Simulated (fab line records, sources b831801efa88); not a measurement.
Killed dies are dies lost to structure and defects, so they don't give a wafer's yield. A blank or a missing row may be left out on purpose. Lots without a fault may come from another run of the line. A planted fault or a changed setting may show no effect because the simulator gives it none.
A struck lot beside a sound one | flow gf180mcu | 16 steps out of a route of 602
Sound: wafers L392.1, L392.5, L392.6. Struck: wafer L384.3. (L384.4, L384.5 of the same lot were not struck and are left out.) The cause comes at the end.
At each step with rows: each side's tool, then ch and its chambers, then its first start. Under that, the readings that differ: sound wafers | struck wafers | difference of the means | sigmas: that difference in standard deviations of wafers without a fault.
alike: readings whose means differ by less than 2 such deviations, and words and numbers that are the same on both sides. not compared: withheld readings, readings that some wafer has no value for, bounds like >300 that may hide the same value, and numbers for which the record gives no deviation and whose values overlap.
The two part at a step that has a row with sigmas, a row that says differs or no value, or rows on one side only. Numbers that don't overlap but have no deviation are shown without sigmas and don't part them. A reading that every wafer of one side lacks parts them only if that side has two wafers or more.

first, 3 steps without rows for these wafers: GF_V4_EXPOSE_11 (exposes mask Via4, target cd 260 nm); GF_V4_PEB_12 (peb time 90 s); GF_V4_DEVELOP_13 (develop time 60 s).
GF_V4_CD_MEAS_14: target cd 260 nm.
  sound on cd_sem-01, day 29 00:22; struck on cd_sem-01, day 26 15:52
  alike: cd_nm
GF_V4_OVL_MEAS_15:
  sound on overlay-02, day 29 00:29; struck on overlay-01, day 26 15:57
  alike: V4_OVL
GF_V4_ETCH_16: etches BARC in N2/H2.
  sound on rie_diel-01 ch 1,2,3, day 29 00:31; struck on rie_diel-01 ch 0, day 26 15:58
  alike: drypump_motor_current_A, oes_product_au, throttle_valve_pct
GF_V4_ETCH_17: etches SiO2 in C4F8/O2/Ar, stops on TiN, target depth 630 nm.
  sound on rie_diel-01 ch 1,2,3; struck on rie_diel-01 ch 0
  alike: oes_product_au
GF_V4_STRIP_18: strips in O2/N2.
  sound on plasma_asher-03 ch 0,1, day 29 00:39; struck on plasma_asher-04 ch 1, day 26 16:08
  reading                     | sound       | struck | difference | sigmas
  drypump_motor_current_A (A) | 5.3 6.0 5.3 | 6.5    | +1.0       | +2
  alike: heater_power_w, oes_product_au
  not compared: rf_hours_counter_h
then, 2 steps without rows for these wafers: GF_V4_STRIP_19 (strips in post etch residue remover, time 1200 s); GF_V4_CLEAN_20 (cleans in DIW).
GF_V4_SPUTTER_21: material Ti, target thk 15 nm, time 80.02 s.
  sound on pvd_sputter-01, day 29 01:11; struck on pvd_sputter-02, day 26 16:38
  alike: throttle_valve_pct
GF_V4_SPUTTER_22: material TiN, target thk 10 nm, time 40 s.
  sound on pvd_sputter-01, day 29 01:15; struck on pvd_sputter-02, day 26 16:42
  alike: throttle_valve_pct
GF_V4_CVD_23: deposits W, target thk 350 nm, time 104.9 s.
  sound on cvd_w-02 ch 0,1, day 29 01:17; struck on cvd_w-01 ch 0, day 26 16:46
  reading                          | sound             | struck | difference | sigmas
  model.W_of_V4_CVD_23.thk_nm (nm) | 351.6 353.2 350.5 | 338.4  | -13.4      |
  alike: heater_power_w
GF_V4_RS_MEAS_24: measures by four-point-probe.
  sound on film_metro-04, day 29 01:24; struck on film_metro-01, day 26 16:53
  reading          | sound             | struck | difference | sigmas
  V4_W_RS (ohm/sq) | 0.327 0.325 0.327 | 0.338  | +0.012     | +4
GF_V4_THK_MEAS_25: measures by xrf.
  sound on film_metro-04, day 29 01:31; struck on film_metro-01, day 26 16:59
  reading       | sound       | struck | difference | sigmas
  V4_W_THK (nm) | 353 357 352 | 344    | -10        | -2
GF_PASSIVATION_PROBE_99:
  the record has rows for the sound wafers here (prober-02, day 33 02:13) and none for the struck ones

WHERE THEY PART
First at GF_V4_STRIP_18; last, within this record, at GF_PASSIVATION_PROBE_99.

WHY: what the simulator had put in
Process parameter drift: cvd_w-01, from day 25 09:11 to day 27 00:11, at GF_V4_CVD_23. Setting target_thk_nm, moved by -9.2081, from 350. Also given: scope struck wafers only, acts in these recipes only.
